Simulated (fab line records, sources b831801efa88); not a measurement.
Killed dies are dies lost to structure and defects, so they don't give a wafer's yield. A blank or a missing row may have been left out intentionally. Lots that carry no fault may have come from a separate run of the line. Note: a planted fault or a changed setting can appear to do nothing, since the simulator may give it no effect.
What tool caused it? ; flow gf180mcu ; 42 wafers from 14 lots sampled at 4 of the route's 602 steps

WHAT EACH GAUGE READ, for each wafer
GF_M3_THK_MEAS_06: measures by xrf. Usual: for M3_ALCU_THK the level is 448 nm and the standard deviation is 4.3.
lot;measured;on;M3_ALCU_THK (nm);flag
L568;day 20 08:22;film-metro-01;451 450 449;
L569;day 20 16:38;film-metro-04;449 451 452;
L570;day 21 00:16;film-metro-01;452 450 451;
L571;day 21 12:20;film-metro-01;453 456 451;
L573;day 22 08:14;film-metro-04;450 448 446;
L574;day 22 17:44;film-metro-01;444 444 445;
L575;day 22 22:59;film-metro-03;440 445 442;
L577;day 23 16:51;film-metro-03;448 452 449;
L580;day 24 20:55;film-metro-01;450 452 451;
L581;day 25 04:03;film-metro-03;447 446 452;
L584;day 26 03:08;film-metro-04;442 443 439;
L586;day 26 16:09;film-metro-01;444 448 446;
L587;day 26 21:28;film-metro-03;447 449 457;
L590;day 27 17:17;film-metro-03;456 457 453;

GF_M3_OVL_MEAS_15. Usual: for M3_OVL the level is -1 nm and the standard deviation is 6.1.
lot;measured;on;M3_OVL (nm);flag
L568;day 21 08:40;overlay-02;-4 -8 -11;
L569;day 21 16:04;overlay-02;-8 -7 1;
L570;day 22 00:01;overlay-01;-6 -2 -2;
L571;day 22 12:04;overlay-01;5 0 10;
L573;day 23 07:16;overlay-01;10 10 9;
L574;day 23 16:15;overlay-02;-12 -11 -9;
L575;day 23 21:34;overlay-01;-6 -11 -7;
L577;day 24 14:31;overlay-02;2 6 3;
L580;day 25 17:50;overlay-01;-8 -12 -1;
L581;day 26 00:46;overlay-01;-2 0 -9;
L584;day 26 23:37;overlay-01;4 -3 7;
L586;day 27 12:40;overlay-01;1 12 11;
L587;day 27 16:48;overlay-02;-6 0 -6;
L590;day 28 12:58;overlay-01;2 -8 -9;

TOOL THAT RAN EACH LOT (tool first, then ch and the chambers of the sampled wafers, then the start)
lot;GF_DUAL_GATE_EXPOSE_08;GF_M3_SPUTTER_03
L568;iline-stepper-02 ch 0, day 8 00:14;pvd-sputter-02, day 20 08:11
L569;iline-stepper-02 ch 0, day 8 06:28;pvd-sputter-02, day 20 16:26
L570;iline-stepper-02 ch 0, day 8 09:29;pvd-sputter-04, day 21 00:05
L571;iline-stepper-01 ch 0, day 8 18:23;pvd-sputter-04, day 21 12:09
L573;iline-stepper-01 ch 0, day 9 09:51;pvd-sputter-04, day 22 08:03
L574;iline-stepper-02 ch 0, day 9 14:52;pvd-sputter-04, day 22 17:33
L575;iline-stepper-01 ch 0, day 9 22:40;pvd-sputter-02, day 22 22:48
L577;iline-stepper-02 ch 0, day 10 12:00;pvd-sputter-02, day 23 16:40
L580;iline-stepper-02 ch 0, day 11 10:41;pvd-sputter-02, day 24 20:44
L581;iline-stepper-02 ch 0, day 11 19:03;pvd-sputter-04, day 25 03:52
L584;iline-stepper-01 ch 0, day 12 14:50;pvd-sputter-02, day 26 02:58
L586;iline-stepper-01 ch 0, day 13 00:57;pvd-sputter-04, day 26 15:57
L587;iline-stepper-01 ch 0, day 13 11:32;pvd-sputter-03, day 26 21:17
L590;iline-stepper-01 ch 0, day 14 06:14;pvd-sputter-03, day 27 17:06
- GF_DUAL_GATE_EXPOSE_08: exposes mask Dualgate, target cd 700 nm.
- GF_M3_SPUTTER_03: material Ti, target thk 10 nm, time 6.7 s.

AS READ BY THE TOOLS THEMSELVES (means over the sampled wafers that have a number; for cases with no such wafer, the mark the record gives instead)
GF_DUAL_GATE_EXPOSE_08. Usual: exposure-dose-mJ-cm2 at 140.01, with a standard deviation of 0.14.
lot;tool;exposure-dose-mJ-cm2;flag
L568;iline-stepper-02;139.77;
L569;iline-stepper-02;140.11;
L570;iline-stepper-02;139.93;
L571;iline-stepper-01;140.00;
L573;iline-stepper-01;139.95;
L574;iline-stepper-02;139.98;
L575;iline-stepper-01;140.00;
L577;iline-stepper-02;140.07;
L580;iline-stepper-02;124.48;OFF
L581;iline-stepper-02;124.17;OFF
L584;iline-stepper-01;139.88;
L586;iline-stepper-01;140.21;
L587;iline-stepper-01;140.06;
L590;iline-stepper-01;139.88;

GF_M3_SPUTTER_03. Usual: throttle-valve-pct at 29.9 %, with a standard deviation of 0.98.
lot;tool;throttle-valve-pct (%);flag
L568;pvd-sputter-02;29.2;
L569;pvd-sputter-02;30.0;
L570;pvd-sputter-04;30.6;
L571;pvd-sputter-04;30.7;
L573;pvd-sputter-04;30.6;
L574;pvd-sputter-04;30.7;
L575;pvd-sputter-02;29.6;
L577;pvd-sputter-02;28.9;
L580;pvd-sputter-02;29.0;
L581;pvd-sputter-04;30.4;
L584;pvd-sputter-02;29.8;
L586;pvd-sputter-04;30.8;
L587;pvd-sputter-03;30.0;
L590;pvd-sputter-03;30.1;

THE ANSWER, worked out from the rows above alone
Rule: a lot counts as off when the mean over its wafers that have a number is more than 3 standard deviations away from the usual mean. Also off: a lot with no number at a reading for which 4 or more lots have one. All remaining lots with rows at the step are treated as sound. Order of review: gauges by route order, followed by the tools' own readings, for which a lot's mean as printed above is used. The first step at which some lot is off is used, and at that step the reading that is off furthest; a lot without a number counts as furthest.
Off: L580, L581 (GF_DUAL_GATE_EXPOSE_08, exposure-dose-mJ-cm2).
A tool fits if, at that step or a process step before it, it ran every lot that is off, and no sound lot after the first of them. One candidate fits, namely iline-stepper-02 at GF_DUAL_GATE_EXPOSE_08. Its last sound lot is L577 (day 10 12:00), its first lot that is off L580 (day 11 10:41): a fault that began between those two fits.
On the lots that are off, the tool's own readings at GF_DUAL_GATE_EXPOSE_08 differ by more than 5 times the standard deviation of the sound lots' means, which bears it out; exposure-dose-mJ-cm2 reads 124.33 there versus 139.99 on the sound lots.

WHAT HAD BEEN PUT IN BY THE SIMULATOR
Drift in process parameters on iline-stepper-02 at GF_DUAL_GATE_EXPOSE_08, starting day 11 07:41. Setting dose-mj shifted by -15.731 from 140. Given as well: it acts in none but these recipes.
Lots struck among those shown: L580, L581. The same result came from the rule above.
